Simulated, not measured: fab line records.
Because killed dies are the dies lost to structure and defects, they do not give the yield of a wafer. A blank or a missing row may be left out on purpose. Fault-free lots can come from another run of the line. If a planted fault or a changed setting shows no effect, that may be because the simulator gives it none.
Problem report, 8D (eight disciplines) form, completed by code | flow sky130 | the parts of the form that need people (team, actions taken, sign-off) are left out

== 1. PROBLEM STATEMENT ==
At SKY_VIA3_SOFTBAKE_08, runLengthS averages 114.41 s over 9 wafers from 3 lots, while fault-free wafers read 119.07 s, standard deviation 0.22. That is -21 standard deviations from the usual mean.
The step: time 90 s.
Earliest sighting: wafer L400.1 on lithoTrack-02 at day 42 21:00. The record has a number at this step for 45 wafers belonging to 15 lots. Rule for "out" (also "out of limits"): further than 4 standard deviations from the usual mean. The other wafers with a number count as sound.

== 2. WHAT IT IS, AND WHAT IT ISN'T ==
question                    | is                            | is not
which readings at this step | runLengthS, heaterPowerTotalW | -
which lots                  | L400, L401, L402              | L388, L389, L390, L391, L392, L394, L396, L397, L403, L408, L410, L411
which wafers of those lots  | all that have a number        | -
read on which tools         | lithoTrack-02                 | lithoTrack-01, lithoTrack-03
when                        | from day 42 21:00             | up to then (24 sound wafers); but 12 sound wafers of L403, L408, L410, L411 came after

== 3. WHAT RULES OUT EACH SUSPECT ==
Counting: a tool stays on the suspect list if, at a process step up to the reading, it processed all lots that are out and no sound lot following the first of them.
- lithoTrack-02 at SKY_VIA3_SOFTBAKE_08 (time 90 s): kept. It processed each lot that is out, first L400 at day 42 21:00, and no sound lot thereafter; up to then, the last sound lot it processed was L397 at day 41 21:00. On those wafers its own readings are out: heaterPowerTotalW, runLengthS.
The count leaves lithoTrack-02 at SKY_VIA3_SOFTBAKE_08.

== 4. THE CAUSE (what the simulator had put in) ==
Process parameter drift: lithoTrack-02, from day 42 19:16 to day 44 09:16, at SKY_VIA3_SOFTBAKE_08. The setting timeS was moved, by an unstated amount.
Counting left only this tool.

== 5. THE CHAIN OF EFFECTS, in route order ==
Rows list readings where the struck wafers' mean (over those with a number) sits beyond 3 standard deviations from the usual. Scope: only readings with a usual standard deviation given in the record; hours: median across lots of the time from each lot's start at the first step in this table that gives one to its start at this step; sigmas: change in usual standard deviations.
hours | step                 | reading           | usual    | on struck wafers | change | sigmas
0     | SKY_VIA3_SOFTBAKE_08 | heaterPowerTotalW | 57.36 W  | 58.39            | +1.03  | +9.3
0     | SKY_VIA3_SOFTBAKE_08 | runLengthS        | 119.07 s | 114.41           | -4.66  | -21
It contains these process steps:
- SKY_VIA3_SOFTBAKE_08: time 90 s.

== 6. WHAT WOULD HAVE CAUGHT IT SOONER ==
In this record no reading fell out of limits until day 42 21:00, 2 hours after the fault had begun at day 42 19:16.
